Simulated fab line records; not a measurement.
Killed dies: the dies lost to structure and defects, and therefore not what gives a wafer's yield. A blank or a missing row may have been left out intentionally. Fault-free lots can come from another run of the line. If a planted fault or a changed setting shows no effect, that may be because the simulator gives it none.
Matching of chambers	flow gf180mcu	cmp-01 running GF_V1_CMP_26: 4 sister chambers
The step polishes, stops on SiO2, t overpolish 15 s, target thk 0 nm. 7 wafers are shown with their chamber, then 7 later ones without.

## EACH WAFER AND ITS CHAMBER
wafer	chamber	motor_current_A (A)	time_to_endpoint_s (s)
L519.1	1	10.4	81
L519.4	2	9.2	77
L523.3	1	10.4	84
L523.5	3	14.4	83
L531.5	3	14.5	88
L532.2	0	10.3	86
L532.5	0	10.2	92

## WAFERS WITH NO CHAMBER GIVEN
wafer	motor_current_A (A)	time_to_endpoint_s (s)
L532.6	10.3	81
L535.2	15.1	86
L535.3	10.2	87
L535.4	9.0	79
L539.1	10.5	91
L539.4	10.1	85
L539.6	14.8	85

## THE CHAMBER EACH PASSED THROUGH
wafer	from the rows above	in truth
L532.6	can't be placed: 1 or 0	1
L535.2	3	3
L535.3	0	0
L535.4	2	2
L539.1	can't be placed: 1 or 0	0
L539.4	0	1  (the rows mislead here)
L539.6	3	3
Placed correctly: 4 of 7. Not placeable from these rows: 2 (in 2, the candidates include the true chamber). Placed wrongly: 1.
How it was worked out, from the rows above alone: a wafer's distance from a chamber is the root of the sum, over the readings, of the square of ((its reading less the chamber's mean) divided by the reading's scatter). If the next closest chamber is less than 2 further off than the closest, the wafer can't be placed; otherwise it belongs to the closest. Each chamber's mean is taken over the wafers shown for it. The scatter: take each reading less its chamber's mean, square it, sum over the shown wafers, divide by the number of wafers less the number of chambers, and take the root.
